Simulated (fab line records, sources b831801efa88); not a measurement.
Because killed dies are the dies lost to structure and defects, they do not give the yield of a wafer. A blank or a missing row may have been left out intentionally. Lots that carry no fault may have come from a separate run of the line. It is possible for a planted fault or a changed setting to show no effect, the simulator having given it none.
2 desks, one fault / flow sfq-line / only its own numbers are on each desk; what lay behind them is given at the end

## AT THE METROLOGY DESK
Means of the sampled wafers that have a number, per lot and without regard to the tool the lot ran on: this is what the gauges read. If a lot's mean is further than 4 standard deviations from the usual mean, the lot is out of limits and carries the mark OUT (the distance appears in the brackets).
Columns: A = M4_OVL at SFQ_M4_OVL_MEAS_926, usual 0 nm; B = JJ_NB_RS at SFQ_JJ_RS_MEAS_929, usual 1.045 ohm/sq
lot=L529; first seen here=day 36 10:54; A=6; B=1.053
lot=L530; first seen here=day 36 20:30; A=-2; B=1.065
lot=L531; first seen here=day 36 22:00; A=10; B=1.032
lot=L532; first seen here=day 36 23:02; A=-1; B=1.061
lot=L533; first seen here=day 37 00:14; A=-3; B=1.044
lot=L534; first seen here=day 44 18:55; A=6; B=1.041
lot=L535; first seen here=day 45 05:43; A=-5; B=1.188 (+13) OUT
lot=L536; first seen here=day 45 17:30; A=-11; B=1.032
lot=L537; first seen here=day 46 06:41; A=-6; B=1.205 (+15) OUT
lot=L544; first seen here=day 48 23:29; A=-0; B=1.042
lot=L545; first seen here=day 49 01:53; A=4; B=1.050
lot=L546; first seen here=day 49 17:25; A=-2; B=1.060
lot=L548; first seen here=day 50 04:20; A=-9; B=1.041
lot=L551; first seen here=day 51 04:20; A=1; B=1.056
This desk's finding: out of limits on L535, L537; first on L535, day 51 08:54 (JJ_NB_RS at SFQ_JJ_RS_MEAS_929). Within limits: L529, L530, L531, L532, L533, L534, L536, L544, L545, L546, L548, L551.

## TOOL OWNER'S DESK, pvd-sputter-06
The tool's own readings at SFQ_TRILAYER_JJ_TRILAYER_DEP_SPUTTER_112 (material Nb, target thk 170 nm, time 113.3 s): means of the sampled wafers that have a number, for each lot that ran on this tool. If a lot's mean is further than 4 standard deviations from the usual mean, the lot is out of limits and carries the mark OUT (the distance appears in the brackets).
Columns: A = throttle-valve-pct at SFQ_TRILAYER_JJ_TRILAYER_DEP_SPUTTER_112, usual 29.3 %
lot=L532; first seen here=day 43 13:40; A=28.7
lot=L534; first seen here=day 45 04:38; A=28.7
lot=L535; first seen here=day 51 08:49; A=29.2
lot=L537; first seen here=day 52 18:09; A=29.3
This desk's verdict: no lot among the 4 shows anything out of limits.

## ALL TOGETHER
The metrology desk could have raised an alarm at day 51 08:54, on L535, L537.
Nothing out of limits was seen by the tool owner's desk.
Tool owner's desk: L535, L537 on record, inside its limits.
SFQ_TRILAYER_JJ_TRILAYER_DEP_SPUTTER_112 was run on pvd-sputter-06 by each of the lots named.

## WHAT WAS PUT IN BY THE SIMULATOR
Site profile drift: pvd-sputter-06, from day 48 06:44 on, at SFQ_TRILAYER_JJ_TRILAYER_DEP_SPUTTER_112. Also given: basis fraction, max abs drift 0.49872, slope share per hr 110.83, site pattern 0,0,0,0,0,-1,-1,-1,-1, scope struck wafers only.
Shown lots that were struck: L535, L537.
Delay in hours, fault start to first out-of-limits reading, per desk: metrology desk 74.
